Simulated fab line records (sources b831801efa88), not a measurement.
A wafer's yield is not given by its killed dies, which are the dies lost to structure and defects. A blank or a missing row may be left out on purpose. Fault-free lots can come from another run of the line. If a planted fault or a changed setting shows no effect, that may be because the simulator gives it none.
fab line records	flow sky130
record lots=6	wafers=18	last_day=50
route steps=708 shown CAPM@538
lots that met no fault: taken from a fault-free run of the same line
start_h: start of the lot's first displayed wafer, in hours after the record's first day	wait_h: hours from the lot's prior step to this one	" unchanged from the row above	L1.1+2: several wafers, shown together as one row	- no value, or no start given	* or withheld: withheld	< > ~ a bound
route shown NAME@n: NAME is a module with steps in the file, n the number in the route of the first one	usual: mean/standard deviation of fault-free wafers	same: alike in all rows	chamber/n: place in a boat	sites: the reading at each site	_std_site: the standard deviation of these	_edge_site: outer sites' mean less inner sites'	radius_mm: for every site, how far away it sits from the centre of the wafer	mask NAME#n: copy n	behind: the last tool/chamber to shape the wafer	hold: reason for holding the lot/hours on hold/outcome of the hold	device: the n, p or np transistor that did not switch	end of line: the tests these same wafers got at the end of their route	a step given without rows: its recipe and nothing more	killed: dies lost to structure and defects at the first sort, not the wafer's yield	map: a wafer's dies, x killed, . not, _ none there
set.NAME: the setting as run; set.NAME@STEP: as run at that earlier step	model.NAME: the simulator's own value behind a step, which no gauge read
lots seen at some steps along the route; tables by step, rows by wafer
services: from which hour (start_h, from the record's first day; less than 0 if before it) a tool's chamber was out of use, for how many hours, and why
## steps
# step SKY_CAPM_THK_MEAS_01
# recipe reads=SiO2_of_CAPM_CVD_00
# usual CAPM_CVD_00_THK=15.50/0.21
lot.wafer	tool	chamber	start_h	wait_h	CAPM_CVD_00_THK[nm]
L449.2	film_metro-02	-	854.76	-	15.27
L449.4	"	-	"	"	15.31
L449.6	"	-	"	"	15.46
L458.1	film_metro-03	-	928.14	-	15.64
L458.3	"	-	"	"	15.63
L458.6	"	-	"	"	15.70
L459.1	film_metro-04	-	935.83	-	15.10
L459.5	"	-	"	"	15.35
L459.6	"	-	"	"	15.41
L467.1	film_metro-04	-	990.29	-	15.60
L467.3	"	-	"	"	15.61
L467.4	"	-	"	"	15.82
L468.1	film_metro-02	-	1000.97	-	15.55
L468.2	"	-	"	"	15.68
L468.3	"	-	"	"	15.38
L471.2	film_metro-04	-	1011.27	-	15.86
L471.3	"	-	"	"	15.47
L471.5	"	-	"	"	15.83
# step SKY_CAPM_SPUTTER_02
# recipe material=TiN	target_thk_nm=200	temp_c=300	power_w=6334	time_s=166.7	chamber_pressure_pa=0.4
# usual cathode_dc_power_W=6334.1/1.1	throttle_valve_pct=29.9/0.86
lot.wafer	tool	chamber	start_h	wait_h	cathode_dc_power_W	throttle_valve_pct
L449.2	pvd_sputter-02	-	854.81	0.0	6333.7	29.2
L449.4	"	-	"	"	6333.4	30.0
L449.6	"	-	"	"	6334.7	30.1
L458.1	pvd_sputter-01	-	928.20	0.1	6332.9	29.4
L458.3	"	-	"	"	6334.7	31.1
L458.6	"	-	"	"	6333.3	31.2
L459.1	pvd_sputter-03	-	935.89	0.1	6334.2	29.0
L459.5	"	-	"	"	6333.4	29.5
L459.6	"	-	"	"	6333.6	29.6
L467.1	pvd_sputter-01	-	990.35	0.1	6333.1	31.0
L467.3	"	-	"	"	6333.5	30.5
L467.4	"	-	"	"	6335.2	31.1
L468.1	pvd_sputter-03	-	1001.03	0.1	6333.1	31.1
L468.2	"	-	"	"	6334.4	29.5
L468.3	"	-	"	"	6334.0	29.4
L471.2	pvd_sputter-03	-	1011.32	0.0	6335.8	29.4
L471.3	"	-	"	"	6332.8	31.1
L471.5	"	-	"	"	6333.6	30.1
# step SKY_CAPM_RS_MEAS_03
# recipe thk_meas_gauge=four-point-probe	reads=TiN_of_CAPM_SPUTTER_02
# usual CAPM_TIN_RS=7.10/0.072
lot.wafer	tool	chamber	start_h	wait_h	CAPM_TIN_RS[ohm/sq]
L449.2	film_metro-03	-	854.94	0.1	7.00
L449.4	"	-	"	"	7.13
L449.6	"	-	"	"	7.06
L458.1	film_metro-04	-	928.31	0.1	7.21
L458.3	"	-	"	"	7.26
L458.6	"	-	"	"	7.18
L459.1	film_metro-04	-	936.00	0.1	7.16
L459.5	"	-	"	"	7.17
L459.6	"	-	"	"	7.07
L467.1	film_metro-04	-	990.46	0.1	6.99
L467.3	"	-	"	"	6.97
L467.4	"	-	"	"	7.02
L468.1	film_metro-02	-	1001.14	0.1	7.14
L468.2	"	-	"	"	7.15
L468.3	"	-	"	"	7.19
L471.2	film_metro-04	-	1011.44	0.1	7.02
L471.3	"	-	"	"	7.04
L471.5	"	-	"	"	6.98
# step SKY_CAPM_THK_MEAS_04
# recipe thk_meas_gauge=xrf	reads=TiN_of_CAPM_SPUTTER_02
# usual CAPM_TIN_THK=193.5/2.4
lot.wafer	tool	chamber	start_h	wait_h	CAPM_TIN_THK[nm]
L449.2	film_metro-03	-	855.05	0.1	195.9
L449.4	"	-	"	"	192.1
L449.6	"	-	"	"	194.8
L458.1	film_metro-04	-	928.43	0.1	191.3
L458.3	"	-	"	"	189.0
L458.6	"	-	"	"	191.3
L459.1	film_metro-04	-	936.12	0.1	191.9
L459.5	"	-	"	"	190.4
L459.6	"	-	"	"	193.9
L467.1	film_metro-04	-	990.58	0.1	196.1
L467.3	"	-	"	"	197.3
L467.4	"	-	"	"	196.3
L468.1	film_metro-02	-	1001.26	0.1	192.3
L468.2	"	-	"	"	192.2
L468.3	"	-	"	"	191.1
L471.2	film_metro-04	-	1011.55	0.1	196.0
L471.3	"	-	"	"	195.4
L471.5	"	-	"	"	196.1
# step SKY_CAPM_DEHYDRATE_05
# recipe temp_c=200	time_s=60
# step SKY_CAPM_HMDS_06
# recipe prime_time_s=60	prime_temp_c=120
# step SKY_CAPM_COAT_07
# recipe resist=NOVOLAK	spin_rpm=3000	resist_thk_nm=1140
# step SKY_CAPM_SOFTBAKE_08
# recipe temp_c=90	time_s=60	resist=NOVOLAK
# step SKY_CAPM_EXPOSE_09
# recipe mask_id=CAPM	na=0.6	source_shape=conventional	sigma_outer=0.6	polarization=unpolarized	target_cd_nm=1000	dose_mj=159
# step SKY_CAPM_PEB_10
# recipe temp_c=withheld	time_s=*	resist=NOVOLAK
# step SKY_CAPM_DEVELOP_11
# recipe resist=NOVOLAK	developer=TMAH	develop_time_s=60	dev_temp_c=23.45
# step SKY_CAPM_OVL_MEAS_12
# usual CAPM_OVL=-0.6/1.5
lot.wafer	tool	chamber	start_h	wait_h	CAPM_OVL[nm]
L449.2	overlay-02	-	881.55	0.1	-1.9
L449.4	"	-	"	"	-0.5
L449.6	"	-	"	"	-2.1
L458.1	overlay-02	-	952.73	0.1	1.7
L458.3	"	-	"	"	0.5
L458.6	"	-	"	"	-0.3
L459.1	overlay-02	-	960.56	0.1	2.6
L459.5	"	-	"	"	1.5
L459.6	"	-	"	"	1.2
L467.1	overlay-01	-	1013.88	0.1	-0.3
L467.3	"	-	"	"	-0.5
L467.4	"	-	"	"	-1.5
L468.1	overlay-01	-	1023.65	0.1	-2.8
L468.2	"	-	"	"	-1.6
L468.3	"	-	"	"	-3.0
L471.2	overlay-01	-	1033.87	0.1	-0.7
L471.3	"	-	"	"	-1.4
L471.5	"	-	"	"	-0.3
# step SKY_CAPM_METAL_ETCH_13
# recipe target_depth_nm=220	stop_on=SiO2	chemistry=Cl2/BCl3	target=TiN	pressure_mtorr=10	icp_w=900	bias_w=48.5	Cl2_flow_sccm=60	bcl3_flow_sccm=30	time_s=62.9
# usual bcl3_flow_sccm=30.00/0.079	bias_w=48.53/0.15	drypump_motor_current_A=5.4/0.4	oes_product_au=0.927/0.0068	throttle_valve_pct=21.911/0.0096
lot.wafer	tool	chamber	start_h	wait_h	bcl3_flow_sccm	bias_w	drypump_motor_current_A	oes_product_au	rf_hours_counter_h	throttle_valve_pct	model.NOVOLAK_of_CAPM_COAT_07.thk_nm
L449.2	rie_metal-01	1	881.58	0.0	29.99	48.94	6.0	0.941	5	21.895	995.5
L449.4	"	0	"	"	29.99	48.52	5.1	0.924	-	21.906	994.3
L449.6	"	1	"	"	30.06	48.64	6.0	0.930	-	21.883	993
L458.1	rie_metal-02	0	952.76	0.0	-	-	-	-	-	-	1140
L458.3	"	1	"	"	-	-	-	-	-	-	1141
L458.6	"	1	"	"	-	-	-	-	-	-	1143
L459.1	rie_metal-02	0	960.60	0.0	-	-	-	-	-	-	1130
L459.5	"	1	"	"	-	-	-	-	-	-	1133
L459.6	"	0	"	"	-	-	-	-	-	-	1131
L467.1	rie_metal-01	0	1013.91	0.0	29.97	48.55	5.1	0.935	6	21.902	992
L467.3	"	1	"	"	29.99	48.48	6.0	0.940	-	21.896	984.8
L467.4	"	0	"	"	30.06	48.38	5.1	0.929	-	21.896	989.9
L468.1	rie_metal-03	0	1023.68	0.0	29.96	48.81	5.7	0.925	19	21.915	987.3
L468.2	"	1	"	"	30.20	48.62	5.1	0.929	1	21.927	984.3
L468.3	"	0	"	"	29.96	48.56	5.7	0.915	-	21.913	983.9
L471.2	rie_metal-02	0	1033.90	0.0	30.06	48.50	5.5	0.932	21	21.901	995.2
L471.3	"	0	"	"	29.99	48.53	5.5	0.929	-	21.916	999.1
L471.5	"	1	"	"	30.04	48.33	4.8	0.938	-	21.920	994.5
# step SKY_CAPM_STRIP_14
# recipe chemistry=O2/N2	power_w=1400	pressure_mtorr=1500	platen_temp_c=withheld	o2_flow_sccm=3000	n2_flow_sccm=300	overash_fraction=0.5
# usual drypump_motor_current_A=5.72/0.17	n2_flow_sccm=299.9/0.94	oes_product_au=0.710/0.0049	strip_time_to_endpoint_s=12.65/0.043
lot.wafer	tool	chamber	start_h	wait_h	drypump_motor_current_A	n2_flow_sccm	oes_product_au	rf_hours_counter_h	strip_time_to_endpoint_s
L449.2	plasma_asher-01	0	881.66	0.1	6.07	301.6	0.707	103	12.68
L449.4	"	1	"	"	5.62	299.8	0.710	-	12.66
L449.6	"	1	"	"	5.62	299.0	0.702	-	12.64
L458.1	plasma_asher-02	0	952.84	0.1	5.63	299.4	0.720	20	14.17
L458.3	"	1	"	"	5.52	300.4	0.719	-	14.19
L458.6	"	1	"	"	5.52	300.6	0.720	-	14.22
L459.1	plasma_asher-04	0	960.68	0.1	5.81	299.7	0.708	54	14.07
L459.5	"	1	"	"	5.73	299.7	0.716	-	14.10
L459.6	"	0	"	"	5.79	299.0	0.712	-	14.08
L467.1	plasma_asher-04	1	1013.99	0.1	5.75	298.9	0.708	59	12.63
L467.3	"	1	"	"	5.76	298.1	0.710	-	12.55
L467.4	"	0	"	"	5.78	300.5	0.711	-	12.64
L468.1	plasma_asher-01	0	1023.76	0.1	6.12	301.0	0.711	116	12.58
L468.2	"	1	"	"	5.60	299.6	0.707	116	12.54
L468.3	"	0	"	"	6.09	300.3	0.706	-	12.54
L471.2	plasma_asher-04	0	1033.98	0.1	5.81	300.8	0.713	61	12.67
L471.3	"	1	"	"	5.76	298.8	0.701	-	12.72
L471.5	"	0	"	"	5.80	300.7	0.706	-	12.67
# step SKY_CAPM_STRIP_15
# recipe chemistry=post_etch_residue_remover	time_s=1200	temp_c=72.5
## services
tool	chamber	start_h	hours	kind
plasma_asher-02	-	831.02	2.7	repair
rie_metal-02	1	834.70	-	clean
rie_metal-02	1	834.70	12.6	scheduled_down
rie_metal-02	1	834.70	12.6	vent_cycle
plasma_asher-01	-	869.28	0.9	repair
pvd_sputter-01	0	873.30	-	consumable_replace:kit
pvd_sputter-01	0	873.30	18.0	scheduled_down
pvd_sputter-01	0	873.30	18.0	vent_cycle
rie_metal-03	-	880.38	1.4	pm
rie_metal-01	0	900.30	-	clean
rie_metal-01	0	900.30	17.9	scheduled_down
rie_metal-01	0	900.30	17.9	vent_cycle
pvd_sputter-02	0	961.26	-	consumable_replace:kit
pvd_sputter-02	0	961.26	18.0	scheduled_down
pvd_sputter-02	0	961.26	18.0	vent_cycle
pvd_sputter-03	-	963.24	2.3	repair
plasma_asher-01	-	963.39	1.2	repair
pvd_sputter-03	-	963.60	0.6	repair
rie_metal-03	1	963.65	-	clean
rie_metal-03	1	963.65	19.6	scheduled_down
plasma_asher-01	-	971.42	11.7	repair
rie_metal-03	-	999.56	14.6	pm
plasma_asher-01	-	1005.52	0.3	repair
pvd_sputter-02	-	1006.96	3.3	repair
## key
first_sign step=SKY_CAPM_METAL_ETCH_13	reading=tool_record	direction=missing
effect step=SKY_CAPM_STRIP_14	reading=strip_time_to_endpoint_s	direction=up	sigmas=35	usual=*	struck=*
model_effect step=SKY_CAPM_METAL_ETCH_13	value=NOVOLAK_of_CAPM_COAT_07.thk_nm	without=991.4	struck=1136
met_at SKY_CAPM_METAL_ETCH_13
struck_wafers L458.1,L458.3,L458.6,L459.1,L459.5,L459.6
later_rows_left_out L458.1,L458.3,L458.6,L459.1,L459.5,L459.6
sort_left_out L458.1,L458.3,L458.6,L459.1,L459.5,L459.6
fault kind=skipped_step_whole	tool=rie_metal-02	chamber=-	onset_h=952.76	steps=SKY_CAPM_METAL_ETCH_13	scope=struck_lots_only
# sort_left_out: the simulated sort isn't trusted on such a fault, so these wafers' sort isn't shown, and their yield isn't known
# later_rows_left_out: the simulator's readings of these wafers behind a module that went badly wrong aren't trusted and aren't shown, but for the sort
